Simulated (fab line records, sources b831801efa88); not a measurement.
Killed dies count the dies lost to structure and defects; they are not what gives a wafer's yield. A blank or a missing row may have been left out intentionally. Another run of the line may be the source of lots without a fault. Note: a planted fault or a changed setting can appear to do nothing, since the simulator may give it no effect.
fab line records	flow gf180mcu
[record] lots = 24	wafers = 72	last-day = 34
route steps=602 shown MVSD@73 POLY_GATE@174 SAB@273 M1@330 V1@340
lots that met no fault: taken from a fault-free run of the same line
start-h: start of the lot's first displayed wafer, in hours after the record's first day	wait-h: hours elapsed since this lot's preceding step	" repeats the value in the row above	L1.1+2: one row covering several wafers at once	- no value, or no start was given	* or withheld: withheld	< > ~ a bound
route shown NAME@n: names a module that has steps shown in the file, with the first one's number in the route	usual: the fault-free wafers' mean and standard deviation	same: alike in all rows	chamber/n: place in a boat	sites: the reading at each site	_std_site: their standard deviation	_edge_site: mean of outer sites minus mean of inner sites	radius-mm: how far each site lies from the wafer's centre	mask NAME#n: copy n	behind: the last tool/chamber to shape the wafer	hold: why the lot went on hold/how many hours it stayed there/how the hold came to an end	device: names the non-switching transistor (n, p or np)	end of line: tests run on the same wafers once the route is complete	a step given without rows: its recipe and nothing more	killed: not the wafer's yield, but the dies lost to structure and defects at the first sort	map: the dies of a wafer, with x for killed, . for not killed, _ for no die there
set.NAME: setting as actually run; set.NAME@STEP: the setting as run at that earlier step	model.NAME: the simulator's own value behind a step, which no gauge read
the route's steps for a sample of lots (tables are steps, rows are wafers)
services: a tool's chamber out of use, with start hour (start-h, from the record's first day; less than 0 if before it), hours out, and reason
[[steps]]
[step GF_MVSD_OVL_MEAS_07]
[usual] MVSD_OVL = 0.7/1.7
lot.wafer	tool	chamber	start-h	wait-h	MVSD_OVL[nm]
L074.1	overlay-02	-	84.06	-	1.1
L074.2	"	-	"	"	0.4
L074.4	"	-	"	"	2.2
L075.1	overlay-01	-	87.95	-	0.3
L075.4	"	-	"	"	1.0
L075.6	"	-	"	"	0.8
L076.1	overlay-01	-	93.31	-	-1.8
L076.2	"	-	"	"	-1.8
L076.4	"	-	"	"	-2.5
L077.1	overlay-02	-	96.86	-	0.5
L077.2	"	-	"	"	0.2
L077.4	"	-	"	"	-0.7
L078.2	overlay-02	-	102.30	-	1.3
L078.4	"	-	"	"	-1.4
L078.5	"	-	"	"	1.2
L079.3	overlay-02	-	110.58	-	1.2
L079.4	"	-	"	"	-2.0
L079.5	"	-	"	"	-0.9
L080.4	overlay-02	-	115.11	-	2.6
L080.5	"	-	"	"	2.0
L080.6	"	-	"	"	2.6
L081.4	overlay-02	-	121.08	-	0.6
L081.5	"	-	"	"	1.4
L081.6	"	-	"	"	-0.1
L082.1	overlay-02	-	129.41	-	-1.8
L082.5	"	-	"	"	-2.0
L082.6	"	-	"	"	-3.0
L083.4	overlay-01	-	138.47	-	3.0
L083.5	"	-	"	"	0.9
L083.6	"	-	"	"	0.6
L084.2	overlay-01	-	149.10	-	0.3
L084.4	"	-	"	"	1.6
L084.6	"	-	"	"	2.3
L085.2	overlay-02	-	150.16	-	-1.3
L085.3	"	-	"	"	-1.9
L085.4	"	-	"	"	-1.8
L086.1	overlay-02	-	151.76	-	0.5
L086.4	"	-	"	"	0.6
L086.5	"	-	"	"	0.3
L087.4	overlay-01	-	158.92	-	3.4
L087.5	"	-	"	"	3.3
L087.6	"	-	"	"	2.0
L088.1	overlay-01	-	165.41	-	1.2
L088.3	"	-	"	"	1.1
L088.4	"	-	"	"	-0.1
L089.1	overlay-02	-	170.56	-	-0.3
L089.2	"	-	"	"	-0.5
L089.4	"	-	"	"	-0.1
L091.3	overlay-01	-	181.67	-	-0.7
L091.5	"	-	"	"	-1.9
L091.6	"	-	"	"	-0.1
L090.4	overlay-01	-	182.27	-	0.3
L090.5	"	-	"	"	2.2
L090.6	"	-	"	"	1.3
L092.1	overlay-01	-	186.04	-	3.6
L092.2	"	-	"	"	5.0
L092.3	"	-	"	"	2.6
L093.1	overlay-02	-	191.00	-	-0.4
L093.2	"	-	"	"	-0.8
L093.4	"	-	"	"	-1.1
L094.1	overlay-01	-	198.29	-	3.6
L094.4	"	-	"	"	2.4
L094.5	"	-	"	"	4.0
L095.1	overlay-01	-	205.09	-	3.8
L095.2	"	-	"	"	2.1
L095.6	"	-	"	"	2.9
L096.2	overlay-01	-	210.92	-	-0.4
L096.3	"	-	"	"	0.1
L096.4	"	-	"	"	0.3
L097.1	overlay-02	-	218.79	-	1.7
L097.3	"	-	"	"	1.9
L097.4	"	-	"	"	1.4
[step GF_POLY_GATE_THK_MEAS_17]
[recipe] reads = SiO2_of_POLY_GATE_OXIDATION_16
[usual] POLY_GATE_OXIDATION_THK = 3.96/0.074
lot.wafer	tool	chamber	start-h	wait-h	POLY_GATE_OXIDATION_THK[nm]
L074.1	film-metro-02	-	199.44	0.0	3.99
L074.2	"	-	"	"	4.00
L074.4	"	-	"	"	4.07
L075.1	film-metro-02	-	204.82	0.0	3.97
L075.4	"	-	"	"	4.08
L075.6	"	-	"	"	4.02
L076.1	film-metro-01	-	209.37	0.0	4.07
L076.2	"	-	"	"	4.10
L076.4	"	-	"	"	4.19
L077.1	film-metro-01	-	215.37	0.0	3.99
L077.2	"	-	"	"	3.90
L077.4	"	-	"	"	3.97
L078.2	film-metro-02	-	224.02	0.0	4.04
L078.4	"	-	"	"	3.92
L078.5	"	-	"	"	4.04
L079.3	film-metro-02	-	231.44	0.0	3.97
L079.4	"	-	"	"	3.95
L079.5	"	-	"	"	3.90
L080.4	film-metro-04	-	239.88	0.0	3.99
L080.5	"	-	"	"	3.93
L080.6	"	-	"	"	3.99
L081.4	film-metro-01	-	244.39	0.0	3.95
L081.5	"	-	"	"	3.90
L081.6	"	-	"	"	3.89
L082.1	film-metro-01	-	254.51	0.0	3.90
L082.5	"	-	"	"	3.89
L082.6	"	-	"	"	3.92
L083.4	film-metro-02	-	268.05	0.0	4.04
L083.5	"	-	"	"	4.12
L083.6	"	-	"	"	4.05
L084.2	film-metro-01	-	279.03	0.0	3.95
L084.4	"	-	"	"	3.93
L084.6	"	-	"	"	4.01
L085.2	film-metro-02	-	281.67	0.0	3.88
L085.3	"	-	"	"	3.93
L085.4	"	-	"	"	3.89
L086.1	film-metro-02	-	282.91	0.0	3.95
L086.4	"	-	"	"	3.84
L086.5	"	-	"	"	3.87
L087.4	film-metro-04	-	294.19	0.0	3.85
L087.5	"	-	"	"	3.82
L087.6	"	-	"	"	3.80
L088.1	film-metro-04	-	304.57	0.0	3.75
L088.3	"	-	"	"	3.76
L088.4	"	-	"	"	3.80
L089.1	film-metro-04	-	309.70	0.0	3.91
L089.2	"	-	"	"	3.92
L089.4	"	-	"	"	3.93
L091.3	film-metro-02	-	322.77	0.0	3.95
L091.5	"	-	"	"	4.00
L091.6	"	-	"	"	3.92
L090.4	film-metro-02	-	324.03	0.0	4.02
L090.5	"	-	"	"	4.02
L090.6	"	-	"	"	3.99
L092.1	film-metro-01	-	328.14	0.0	4.00
L092.2	"	-	"	"	3.84
L092.3	"	-	"	"	3.95
L093.1	film-metro-02	-	337.75	0.0	3.93
L093.2	"	-	"	"	3.88
L093.4	"	-	"	"	3.95
L094.1	film-metro-04	-	348.81	0.0	4.01
L094.4	"	-	"	"	3.95
L094.5	"	-	"	"	3.98
L095.1	film-metro-04	-	356.97	0.0	3.99
L095.2	"	-	"	"	3.89
L095.6	"	-	"	"	3.89
L096.2	film-metro-02	-	366.65	0.0	4.01
L096.3	"	-	"	"	3.93
L096.4	"	-	"	"	3.95
L097.1	film-metro-02	-	374.94	0.0	3.99
L097.3	"	-	"	"	3.94
L097.4	"	-	"	"	4.03
[step GF_SAB_CD_MEAS_09]
[recipe] target-cd-nm = 420
[usual] cd-nm = 420.5/2.4
lot.wafer	tool	chamber	start-h	wait-h	cd-nm
L074.1	cd-sem-01	-	340.60	0.1	426.6
L074.2	"	-	"	"	423.5
L074.4	"	-	"	"	422.8
L075.1	cd-sem-02	-	348.74	0.1	417.2
L075.4	"	-	"	"	417.8
L075.6	"	-	"	"	419.6
L076.1	cd-sem-02	-	353.49	0.1	418.3
L076.2	"	-	"	"	420.3
L076.4	"	-	"	"	421.5
L077.1	cd-sem-02	-	358.26	0.1	420.0
L077.2	"	-	"	"	419.8
L077.4	"	-	"	"	421.5
L078.2	cd-sem-02	-	372.11	0.1	420.7
L078.4	"	-	"	"	419.1
L078.5	"	-	"	"	418.0
L079.3	cd-sem-02	-	379.65	0.1	424.4
L079.4	"	-	"	"	424.8
L079.5	"	-	"	"	422.8
L080.4	cd-sem-01	-	388.71	0.1	420.4
L080.5	"	-	"	"	420.0
L080.6	"	-	"	"	423.5
L081.4	cd-sem-02	-	391.56	0.1	422.1
L081.5	"	-	"	"	423.1
L081.6	"	-	"	"	422.0
L082.1	cd-sem-02	-	406.45	0.1	422.7
L082.5	"	-	"	"	421.7
L082.6	"	-	"	"	422.6
L083.4	cd-sem-01	-	423.42	0.1	424.2
L083.5	"	-	"	"	423.3
L083.6	"	-	"	"	424.4
L084.2	cd-sem-01	-	435.51	0.1	422.0
L084.4	"	-	"	"	419.0
L084.6	"	-	"	"	422.3
L085.2	cd-sem-02	-	437.63	0.1	420.1
L085.3	"	-	"	"	419.9
L085.4	"	-	"	"	422.0
L086.1	cd-sem-01	-	439.89	0.1	420.4
L086.4	"	-	"	"	421.5
L086.5	"	-	"	"	421.6
L087.4	cd-sem-01	-	453.17	0.1	419.1
L087.5	"	-	"	"	417.5
L087.6	"	-	"	"	417.4
L088.1	cd-sem-02	-	463.95	0.1	421.7
L088.3	"	-	"	"	420.3
L088.4	"	-	"	"	419.9
L089.1	cd-sem-01	-	473.26	0.1	417.8
L089.2	"	-	"	"	417.4
L089.4	"	-	"	"	417.9
L091.3	cd-sem-01	-	484.59	0.1	420.6
L091.5	"	-	"	"	422.3
L091.6	"	-	"	"	421.8
L090.4	cd-sem-01	-	487.31	0.1	418.4
L090.5	"	-	"	"	417.3
L090.6	"	-	"	"	418.4
L092.1	cd-sem-01	-	495.05	0.1	416.3
L092.2	"	-	"	"	417.3
L092.3	"	-	"	"	416.1
L093.1	cd-sem-02	-	505.74	0.1	419.4
L093.2	"	-	"	"	418.3
L093.4	"	-	"	"	420.4
L094.1	cd-sem-02	-	516.71	0.1	419.6
L094.4	"	-	"	"	418.3
L094.5	"	-	"	"	418.3
L095.1	cd-sem-02	-	524.95	0.1	416.4
L095.2	"	-	"	"	418.4
L095.6	"	-	"	"	415.5
L096.2	cd-sem-02	-	533.97	0.1	422.3
L096.3	"	-	"	"	423.4
L096.4	"	-	"	"	422.5
L097.1	cd-sem-01	-	543.30	0.1	424.0
L097.3	"	-	"	"	424.0
L097.4	"	-	"	"	423.2
[step GF_M1_OVL_MEAS_15]
[usual] M1_OVL = 3/6.5
lot.wafer	tool	chamber	start-h	wait-h	M1_OVL[nm]
L074.1	overlay-02	-	386.53	0.1	-5
L074.2	"	-	"	"	4
L074.4	"	-	"	"	-1
L075.1	overlay-01	-	395.56	0.1	3
L075.4	"	-	"	"	3
L075.6	"	-	"	"	5
L076.1	overlay-01	-	400.86	0.1	3
L076.2	"	-	"	"	0
L076.4	"	-	"	"	0
L077.1	overlay-01	-	406.62	0.1	-3
L077.2	"	-	"	"	-3
L077.4	"	-	"	"	-3
L078.2	overlay-01	-	421.06	0.1	6
L078.4	"	-	"	"	2
L078.5	"	-	"	"	4
L079.3	overlay-01	-	429.19	0.1	-5
L079.4	"	-	"	"	-4
L079.5	"	-	"	"	-10
L080.4	overlay-01	-	438.10	0.1	5
L080.5	"	-	"	"	7
L080.6	"	-	"	"	9
L081.4	overlay-01	-	442.14	0.1	4
L081.5	"	-	"	"	1
L081.6	"	-	"	"	5
L082.1	overlay-01	-	458.08	0.1	11
L082.5	"	-	"	"	8
L082.6	"	-	"	"	6
L083.4	overlay-02	-	475.43	0.1	11
L083.5	"	-	"	"	9
L083.6	"	-	"	"	9
L084.2	overlay-01	-	486.93	0.1	4
L084.4	"	-	"	"	-2
L084.6	"	-	"	"	1
L085.2	overlay-02	-	488.61	0.1	13
L085.3	"	-	"	"	14
L085.4	"	-	"	"	10
L086.1	overlay-02	-	493.66	0.1	-5
L086.4	"	-	"	"	-6
L086.5	"	-	"	"	2
L087.4	overlay-01	-	505.09	0.1	6
L087.5	"	-	"	"	12
L087.6	"	-	"	"	7
L088.1	overlay-02	-	514.98	0.1	-6
L088.3	"	-	"	"	-6
L088.4	"	-	"	"	-5
L089.1	overlay-01	-	524.97	0.1	10
L089.2	"	-	"	"	10
L089.4	"	-	"	"	8
L091.3	overlay-01	-	534.57	0.1	10
L091.5	"	-	"	"	12
L091.6	"	-	"	"	4
L090.4	overlay-02	-	537.09	0.1	5
L090.5	"	-	"	"	2
L090.6	"	-	"	"	-1
L092.1	overlay-02	-	544.26	0.1	-1
L092.2	"	-	"	"	4
L092.3	"	-	"	"	-7
L093.1	overlay-01	-	555.21	0.1	6
L093.2	"	-	"	"	1
L093.4	"	-	"	"	3
L094.1	overlay-02	-	565.26	0.1	-8
L094.4	"	-	"	"	-12
L094.5	"	-	"	"	-7
L095.1	overlay-02	-	572.02	0.1	14
L095.2	"	-	"	"	17
L095.6	"	-	"	"	11
L096.2	overlay-01	-	579.78	0.1	-1
L096.3	"	-	"	"	5
L096.4	"	-	"	"	-1
L097.1	overlay-01	-	587.71	0.1	1
L097.3	"	-	"	"	-1
L097.4	"	-	"	"	5
[step GF_M1_STRIP_17]
[recipe] chemistry = O2/N2	power-w = 1400	pressure-mtorr = 1500	platen-temp-c = 250	o2-flow-sccm = 3000	n2-flow-sccm = 300	overash-fraction = 0.5
[usual] drypump-motor-current-A = 5.7/0.31	heater-power-w = 324/43	oes-product-au = 0.558/0.0049	strip-time-to-endpoint-s = 7.88/0.048
lot.wafer	tool	chamber	start-h	wait-h	drypump-motor-current-A	heater-power-w	oes-product-au	rf-hours-counter-h	strip-time-to-endpoint-s
L074.1	plasma-asher-01	1	386.68	0.1	5.3	369	0.562	59	7.94
L074.2	"	0	"	"	6.0	284	0.568	59	7.91
L074.4	"	1	"	"	5.3	368	0.561	-	7.94
L075.1	plasma-asher-04	1	395.71	0.1	5.9	365	0.563	26	7.98
L075.4	"	0	"	"	5.9	296	0.563	-	7.95
L075.6	"	1	"	"	5.9	367	0.564	-	7.95
L076.1	plasma-asher-01	0	401.01	0.1	6.0	288	0.555	60	7.83
L076.2	"	1	"	"	5.3	380	0.555	60	7.86
L076.4	"	0	"	"	6.0	292	0.560	-	7.90
L077.1	plasma-asher-04	1	406.77	0.1	5.9	366	0.553	27	7.89
L077.2	"	0	"	"	5.9	292	0.563	27	7.90
L077.4	"	0	"	"	5.9	296	0.553	-	7.88
L078.2	plasma-asher-01	1	421.32	0.1	5.3	379	0.557	62	7.83
L078.4	"	1	"	"	5.3	375	0.553	-	7.82
L078.5	"	1	"	"	5.3	373	0.553	-	7.76
L079.3	plasma-asher-01	0	429.36	0.1	6.1	293	0.554	-	7.88
L079.4	"	1	"	"	5.3	385	0.562	-	7.93
L079.5	"	0	"	"	6.0	287	0.554	-	7.91
L080.4	plasma-asher-01	0	438.26	0.1	6.0	296	0.562	-	7.87
L080.5	"	0	"	"	6.0	284	0.552	-	7.90
L080.6	"	1	"	"	5.4	370	0.557	-	7.90
L081.4	plasma-asher-04	0	442.30	0.1	5.9	300	0.560	-	7.86
L081.5	"	0	"	"	5.9	300	0.547	-	7.82
L081.6	"	1	"	"	5.9	358	0.551	-	7.80
L082.1	plasma-asher-04	1	458.23	0.1	5.8	360	0.551	33	7.83
L082.5	"	1	"	"	5.9	364	0.554	-	7.84
L082.6	"	0	"	"	5.9	292	0.556	-	7.90
L083.4	plasma-asher-04	0	475.63	0.1	5.9	292	0.553	-	7.84
L083.5	"	0	"	"	5.9	307	0.558	-	7.89
L083.6	"	1	"	"	5.9	358	0.564	-	7.94
L084.2	plasma-asher-04	0	487.19	0.1	5.8	285	0.555	37	7.86
L084.4	"	0	"	"	5.8	292	0.561	-	7.90
L084.6	"	0	"	"	5.9	300	0.558	-	7.87
L085.2	plasma-asher-04	1	488.76	0.1	5.9	367	0.562	37	7.79
L085.3	"	1	"	"	5.9	368	0.555	-	7.82
L085.4	"	0	"	"	5.9	299	0.547	-	7.78
L086.1	plasma-asher-01	1	493.81	0.1	5.3	373	0.562	67	7.92
L086.4	"	0	"	"	6.0	279	0.551	-	7.87
L086.5	"	1	"	"	5.3	370	0.560	-	7.94
L087.4	plasma-asher-04	0	505.25	0.1	5.9	285	0.564	-	7.85
L087.5	"	0	"	"	5.9	294	0.561	-	7.86
L087.6	"	1	"	"	5.9	360	0.558	-	7.88
L088.1	plasma-asher-02	1	515.24	0.2	5.0	245	0.559	92	7.94
L088.3	"	0	"	"	5.6	276	0.552	-	7.94
L088.4	"	1	"	"	5.0	255	0.555	-	7.89
L089.1	plasma-asher-04	1	525.12	0.1	5.9	366	0.556	41	7.90
L089.2	"	0	"	"	5.9	295	0.562	41	7.89
L089.4	"	1	"	"	5.9	370	0.551	-	7.95
L091.3	plasma-asher-04	0	534.74	0.1	5.9	299	0.550	-	7.91
L091.5	"	0	"	"	5.9	300	0.559	-	7.85
L091.6	"	1	"	"	5.9	370	0.551	-	7.90
L090.4	plasma-asher-02	0	537.36	0.1	5.6	285	0.561	-	7.89
L090.5	"	1	"	"	5.0	251	0.561	-	7.91
L090.6	"	0	"	"	5.6	278	0.568	-	7.94
L092.1	plasma-asher-04	1	544.52	0.2	5.9	367	0.560	43	7.91
L092.2	"	0	"	"	5.9	305	0.555	43	7.86
L092.3	"	0	"	"	5.9	297	0.561	-	7.90
L093.1	plasma-asher-01	0	555.35	0.1	6.1	288	0.560	74	7.87
L093.2	"	1	"	"	5.3	375	0.557	74	7.91
L093.4	"	1	"	"	5.3	384	0.553	-	7.86
L094.1	plasma-asher-01	0	565.40	0.1	6.0	284	0.553	75	7.85
L094.4	"	0	"	"	6.0	290	0.560	-	7.85
L094.5	"	0	"	"	6.0	286	0.559	-	7.81
L095.1	plasma-asher-01	1	572.17	0.1	5.3	387	0.561	75	7.97
L095.2	"	0	"	"	6.0	285	0.567	75	7.94
L095.6	"	0	"	"	6.0	288	0.560	-	7.93
L096.2	plasma-asher-01	0	579.93	0.1	6.0	296	0.558	76	7.85
L096.3	"	0	"	"	6.0	291	0.556	-	7.86
L096.4	"	1	"	"	5.3	382	0.558	-	7.79
L097.1	plasma-asher-02	1	587.85	0.1	4.9	245	0.556	99	7.84
L097.3	"	0	"	"	5.6	282	0.557	-	7.83
L097.4	"	1	"	"	4.9	249	0.550	-	7.91
[step GF_V1_BOW_MEAS_05]
[recipe] mode = bow
[usual] V1_BOW = 83/7.4
lot.wafer	tool	chamber	start-h	wait-h	V1_BOW[um]
L074.1	film-metro-03	-	387.78	0.2	85
L074.2	"	-	"	"	83
L074.4	"	-	"	"	84
L075.1	film-metro-04	-	396.80	0.1	89
L075.4	"	-	"	"	92
L075.6	"	-	"	"	88
L076.1	film-metro-03	-	402.10	0.1	74
L076.2	"	-	"	"	80
L076.4	"	-	"	"	74
L077.1	film-metro-04	-	407.86	0.2	101
L077.2	"	-	"	"	89
L077.4	"	-	"	"	89
L078.2	film-metro-02	-	422.43	0.2	85
L078.4	"	-	"	"	91
L078.5	"	-	"	"	88
L079.3	film-metro-04	-	430.47	0.2	88
L079.4	"	-	"	"	91
L079.5	"	-	"	"	90
L080.4	film-metro-04	-	439.52	0.3	82
L080.5	"	-	"	"	89
L080.6	"	-	"	"	92
L081.4	film-metro-04	-	443.43	0.2	78
L081.5	"	-	"	"	80
L081.6	"	-	"	"	79
L082.1	film-metro-03	-	459.45	0.1	97
L082.5	"	-	"	"	80
L082.6	"	-	"	"	91
L083.4	film-metro-04	-	476.81	0.2	77
L083.5	"	-	"	"	78
L083.6	"	-	"	"	78
L084.2	film-metro-02	-	488.30	0.1	90
L084.4	"	-	"	"	80
L084.6	"	-	"	"	87
L085.2	film-metro-04	-	489.87	0.3	80
L085.3	"	-	"	"	83
L085.4	"	-	"	"	84
L086.1	film-metro-03	-	494.93	0.1	77
L086.4	"	-	"	"	66
L086.5	"	-	"	"	76
L087.4	film-metro-02	-	506.37	0.2	73
L087.5	"	-	"	"	81
L087.6	"	-	"	"	87
L088.1	film-metro-02	-	516.35	0.1	71
L088.3	"	-	"	"	80
L088.4	"	-	"	"	92
L089.1	film-metro-02	-	526.55	0.2	83
L089.2	"	-	"	"	83
L089.4	"	-	"	"	84
L091.3	film-metro-04	-	535.88	0.2	85
L091.5	"	-	"	"	75
L091.6	"	-	"	"	85
L090.4	film-metro-04	-	538.52	0.3	76
L090.5	"	-	"	"	75
L090.6	"	-	"	"	73
L092.1	film-metro-04	-	545.62	0.2	79
L092.2	"	-	"	"	82
L092.3	"	-	"	"	67
L093.1	film-metro-02	-	556.45	0.2	89
L093.2	"	-	"	"	88
L093.4	"	-	"	"	87
L094.1	film-metro-02	-	566.52	0.1	96
L094.4	"	-	"	"	97
L094.5	"	-	"	"	99
L095.1	film-metro-03	-	573.33	0.1	70
L095.2	"	-	"	"	79
L095.6	"	-	"	"	79
L096.2	film-metro-03	-	581.05	0.3	94
L096.3	"	-	"	"	77
L096.4	"	-	"	"	81
L097.1	film-metro-02	-	588.98	0.2	85
L097.3	"	-	"	"	80
L097.4	"	-	"	"	87
[[services]]
tool	chamber	start-h	hours	kind
plasma-asher-01	-	407.64	0.4	repair
plasma-asher-04	-	423.49	0.6	repair
plasma-asher-01	-	446.57	21.4	repair
plasma-asher-02	-	535.58	1.4	repair
plasma-asher-04	-	541.78	1.5	repair
plasma-asher-02	-	576.80	10.1	repair
[[key]]
fault none
